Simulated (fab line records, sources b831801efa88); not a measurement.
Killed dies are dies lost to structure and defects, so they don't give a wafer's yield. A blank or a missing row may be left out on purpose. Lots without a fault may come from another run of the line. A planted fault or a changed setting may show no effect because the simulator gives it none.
Tool commonality check | flow sky130 | 14 lots, 48 wafers sampled

WHY IT WAS OPENED
At SKY_LDD_N_TW_MEAS_17 the reading LDD_N_TW is flagged on 2 of 14 lots. Wafers without a fault read 2569, standard deviation 17.
Rule: a lot is flagged when every wafer of it that has a number lies more than 4 standard deviations from that mean, or none has a number. The other lots count as sound.

lot  | measured     | on            | LDD_N_TW, wafer by wafer      | flag
L172 | day 18 01:29 | film_metro-01 | 2558 2567 2565                |
L174 | day 18 13:02 | film_metro-01 | 2570 2550 2555                |
L175 | day 18 20:35 | film_metro-03 | 2579 2589 2568                |
L178 | day 20 00:13 | film_metro-01 | 2433 2418 2405 2420 2420 2421 | FLAGGED
L179 | day 21 07:04 | film_metro-01 | 2417 2422 2405 2419 2422 2398 | FLAGGED
L183 | day 22 13:26 | film_metro-03 | 2577 2574 2585                |
L185 | day 23 10:37 | film_metro-04 | 2562 2574 2579                |
L187 | day 23 22:05 | film_metro-03 | 2601 2583 2578                |
L189 | day 24 14:02 | film_metro-01 | 2548 2547 2540                |
L191 | day 25 02:58 | film_metro-01 | 2551 2543 2548                |
L190 | day 25 03:24 | film_metro-04 | 2578 2581 2575                |
L192 | day 25 03:26 | film_metro-01 | 2553 2549 2547                |
L194 | day 25 23:15 | film_metro-01 | 2546 2535 2533                |
L195 | day 26 01:16 | film_metro-04 | 2578 2557 2582                |
The numbers of the flagged lots are 2417 on average: -152 against the usual, or -9 standard deviations.

WHICH TOOL RAN EACH LOT
The record holds 4 process steps before the reading, out of a route of 708 steps. In each cell: the tool, then ch and the chambers that the sampled wafers went through, then the start.
lot  | flag    | SKY_VT_ADJUST_HVTR_STRIP_10          | SKY_SONOS_ONO_ETCH_15              | SKY_LDD_N_IMPLANT_11            | SKY_LDD_N_STRIP_16
L172 |         | plasma_asher-03 ch 0,1, day 9 14:13  | rie_diel-04 ch 2,3, day 12 19:49   | implanter-02 ch 0, day 18 00:40 | plasma_asher-01 ch 0,1, day 18 01:23
L174 |         | plasma_asher-02 ch 0,1, day 9 22:10  | rie_diel-02 ch 1,3, day 13 04:25   | implanter-03 ch 0, day 18 12:13 | plasma_asher-04 ch 1, day 18 12:56
L175 |         | plasma_asher-03 ch 0,1, day 10 08:35 | rie_diel-04 ch 1,2,3, day 13 14:13 | implanter-01 ch 0, day 18 19:45 | plasma_asher-03 ch 0,1, day 18 20:29
L178 | FLAGGED | plasma_asher-03 ch 0,1, day 11 04:49 | rie_diel-02 ch 1,2,3, day 14 12:30 | implanter-03, day 19 23:22      | plasma_asher-01 ch 0,1, day 20 00:07
L179 | FLAGGED | plasma_asher-03 ch 0,1, day 11 13:32 | rie_diel-04 ch 0,1,2, day 15 01:43 | implanter-03, day 21 06:13      | plasma_asher-01 ch 0,1, day 21 06:58
L183 |         | plasma_asher-03 ch 0,1, day 12 23:43 | rie_diel-03 ch 2,3, day 16 17:25   | implanter-03 ch 0, day 22 12:35 | plasma_asher-04 ch 0,1, day 22 13:20
L185 |         | plasma_asher-02 ch 0, day 13 17:01   | rie_diel-02 ch 0,2, day 17 09:04   | implanter-02 ch 0, day 23 09:47 | plasma_asher-01 ch 0,1, day 23 10:31
L187 |         | plasma_asher-02 ch 0,1, day 14 09:34 | rie_diel-03 ch 1,2,3, day 18 05:08 | implanter-03 ch 0, day 23 21:14 | plasma_asher-03 ch 0,1, day 23 21:59
L189 |         | plasma_asher-02 ch 0,1, day 14 23:32 | rie_diel-04 ch 1,2,3, day 18 18:14 | implanter-03 ch 0, day 24 13:11 | plasma_asher-04 ch 0,1, day 24 13:56
L191 |         | plasma_asher-02 ch 0,1, day 15 11:35 | rie_diel-04 ch 2,3, day 19 12:07   | implanter-03 ch 0, day 25 02:07 | plasma_asher-03 ch 0,1, day 25 02:52
L190 |         | plasma_asher-03 ch 0,1, day 15 08:04 | rie_diel-04 ch 0,1, day 19 11:41   | implanter-02 ch 0, day 25 02:35 | plasma_asher-04 ch 0,1, day 25 03:19
L192 |         | plasma_asher-03 ch 0,1, day 15 13:50 | rie_diel-03 ch 0,1,3, day 19 11:59 | implanter-01 ch 0, day 25 02:35 | plasma_asher-01 ch 0,1, day 25 03:20
L194 |         | plasma_asher-01 ch 0,1, day 16 08:35 | rie_diel-02 ch 0,1,3, day 20 08:59 | implanter-03 ch 0, day 25 22:25 | plasma_asher-03 ch 0,1, day 25 23:08
L195 |         | plasma_asher-03 ch 0,1, day 16 12:32 | rie_diel-04 ch 2,3, day 20 09:03   | implanter-01 ch 0, day 26 00:25 | plasma_asher-04 ch 0, day 26 01:10
What these steps do:
- SKY_VT_ADJUST_HVTR_STRIP_10: strips in O2/N2.
- SKY_SONOS_ONO_ETCH_15: etches the open film in CHF3/O2, target depth 19.52 nm, time 7.8 s.
- SKY_LDD_N_IMPLANT_11
- SKY_LDD_N_STRIP_16: strips in O2/N2.
- SKY_LDD_N_TW_MEAS_17

FLAGGED OVER TOTAL, TOOL BY TOOL (the gauges that took the reading come last)
step                        | tool            | lots run | flagged | share of the flagged lots | sound lots run after its first flagged lot
SKY_VT_ADJUST_HVTR_STRIP_10 | plasma_asher-01 | 1        | 0       | none                      | -
SKY_VT_ADJUST_HVTR_STRIP_10 | plasma_asher-02 | 5        | 0       | none                      | -
SKY_VT_ADJUST_HVTR_STRIP_10 | plasma_asher-03 | 8        | 2       | all                       | 4 (L183,L190,L192,L195)
SKY_SONOS_ONO_ETCH_15       | rie_diel-02     | 4        | 1       | some                      | 2 (L185,L194)
SKY_SONOS_ONO_ETCH_15       | rie_diel-03     | 3        | 0       | none                      | -
SKY_SONOS_ONO_ETCH_15       | rie_diel-04     | 7        | 1       | some                      | 4 (L189,L190,L191,L195)
SKY_LDD_N_IMPLANT_11        | implanter-01    | 3        | 0       | none                      | -
SKY_LDD_N_IMPLANT_11        | implanter-02    | 3        | 0       | none                      | -
SKY_LDD_N_IMPLANT_11        | implanter-03    | 8        | 2       | all                       | 5 (L183,L187,L189,L191,L194)
SKY_LDD_N_STRIP_16          | plasma_asher-01 | 5        | 2       | all                       | 2 (L185,L192)
SKY_LDD_N_STRIP_16          | plasma_asher-03 | 4        | 0       | none                      | -
SKY_LDD_N_STRIP_16          | plasma_asher-04 | 5        | 0       | none                      | -
SKY_LDD_N_TW_MEAS_17        | film_metro-01   | 8        | 2       | all                       | 4 (L189,L191,L192,L194)
SKY_LDD_N_TW_MEAS_17        | film_metro-03   | 3        | 0       | none                      | -
SKY_LDD_N_TW_MEAS_17        | film_metro-04   | 3        | 0       | none                      | -

WHAT THE TABLE ALLOWS
4 rows of the table ran every flagged lot: plasma_asher-03 at SKY_VT_ADJUST_HVTR_STRIP_10, implanter-03 at SKY_LDD_N_IMPLANT_11, plasma_asher-01 at SKY_LDD_N_STRIP_16, film_metro-01 at SKY_LDD_N_TW_MEAS_17.
- plasma_asher-03 at SKY_VT_ADJUST_HVTR_STRIP_10: 2 of its 8 lots flagged. Sound lots ran on it after the first flagged one (L183, L190, L192, L195), which a lasting fault on the whole tool wouldn't allow.
- implanter-03 at SKY_LDD_N_IMPLANT_11: 2 of its 8 lots flagged. Sound lots ran on it after the first flagged one (L183, L187, L189, L191, L194), which a lasting fault on the whole tool wouldn't allow. On the flagged lots its readings are blank where sound lots have values: beam_energy_keV, beam_on_s.
- plasma_asher-01 at SKY_LDD_N_STRIP_16: 2 of its 5 lots flagged. Sound lots ran on it after the first flagged one (L185, L192), which a lasting fault on the whole tool wouldn't allow. Its own readings lie more than 4 standard deviations out on every wafer of the flagged lots: strip_time_to_endpoint_s.
- film_metro-01 at SKY_LDD_N_TW_MEAS_17: 2 of its 8 lots flagged. Sound lots ran on it after the first flagged one (L189, L191, L192, L194), which a lasting fault on the whole tool wouldn't allow.
No row of the table ran every flagged lot and no sound lot after the first.

WHAT THE SIMULATOR HAD PUT IN
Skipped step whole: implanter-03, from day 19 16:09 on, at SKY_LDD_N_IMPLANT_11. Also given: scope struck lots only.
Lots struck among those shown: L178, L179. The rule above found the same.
